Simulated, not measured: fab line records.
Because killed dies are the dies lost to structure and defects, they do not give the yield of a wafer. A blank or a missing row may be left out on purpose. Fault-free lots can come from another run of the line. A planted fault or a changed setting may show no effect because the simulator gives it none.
Problem report in the 8D (eight disciplines) form, filled by code ; flow sky130 ; the parts of the form that need people (team, actions taken, sign-off) are left out

== 1. PROBLEM STATEMENT ==
POLY_GATE_OVL at SKY_POLY_GATE_OVL_MEAS_14 reads a mean of 33 nm on 9 wafers of 3 lots; wafers without a fault read 0 nm with a standard deviation of 4.7. That puts it +7.1 standard deviations away from the usual mean.
Seen first at day 19 17:25 on overlay-01, wafer L842.1. Wafers with a number at this step in the record: 42, from 14 lots. By rule, "out" or "out of limits" means more than 4 standard deviations away from the usual mean. The rest of the wafers with a number are treated as sound.

== 2. WHAT IT IS AND WHAT IT IS NOT ==
question;is;is not
which readings at this step;POLY_GATE_OVL;-
which lots;L842, L844, L847;L835, L836, L837, L838, L839, L840, L841, L843, L853, L855, L858
which wafers of those lots;all that have a number;-
read on which gauges;overlay-01;overlay-02
when;from day 19 17:25;"up to then (21 sound wafers); but 12 sound wafers of L843, L853, L855, L858 came after"

== 3. WHAT RULES OUT EACH SUSPECT ==
Counting: any tool at a process step up to the reading is kept as a suspect provided that every lot that is out went through it and no sound lot did after the first of them.
- the gauge at SKY_POLY_GATE_OVL_MEAS_14: kept. All the wafers that are out were read on overlay-01, and no step on other tools shows them out.
- krf scanner-02 at SKY_POLY_GATE_EXPOSE_10 (exposes mask P1M, target cd 150 nm): kept. It processed each lot that is out, first L842 at day 19 02:11, and no sound lot thereafter; up to then, the last sound lot it processed was L841 at day 18 19:37.
Left after counting: krf scanner-02 at SKY_POLY_GATE_EXPOSE_10, overlay-01 at SKY_POLY_GATE_OVL_MEAS_14.

== 4. THE CAUSE (what the simulator had put in) ==
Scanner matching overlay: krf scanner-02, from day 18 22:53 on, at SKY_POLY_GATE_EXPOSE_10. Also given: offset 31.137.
Counting left 2 suspects, and this tool is among them.

== 5. THE CHAIN OF EFFECTS, in route order ==
Each row: a reading whose mean over the struck wafers that have a number lies more than 3 standard deviations from the usual. Scope: only readings with a usual standard deviation given in the record; hours: median across lots of the time from each lot's start at the first step in this table that gives one to its start at this step; sigmas: change in usual standard deviations.
hours;step;reading;usual;on struck wafers;change;sigmas
0;SKY_POLY_GATE_OVL_MEAS_14;POLY_GATE_OVL;0 nm;33;+33;+7.1
Later steps that measure or inspect, where all struck wafers having a row at the step show a number for every such reading and not one has moved that far: SKY_POLY_GATE_CD_MEAS_22.

== 6. HOW IT WOULD HAVE BEEN CAUGHT EARLIER ==
The first out-of-limits reading at a measuring or inspecting step in this record came at day 19 17:25, 19 hours after the fault's start at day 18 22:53.
Among the 3 lots that are out, L844, L847 began SKY_POLY_GATE_EXPOSE_10 on krf scanner-02 after day 19 17:25. A hold on the tool at that time would have spared those 2.
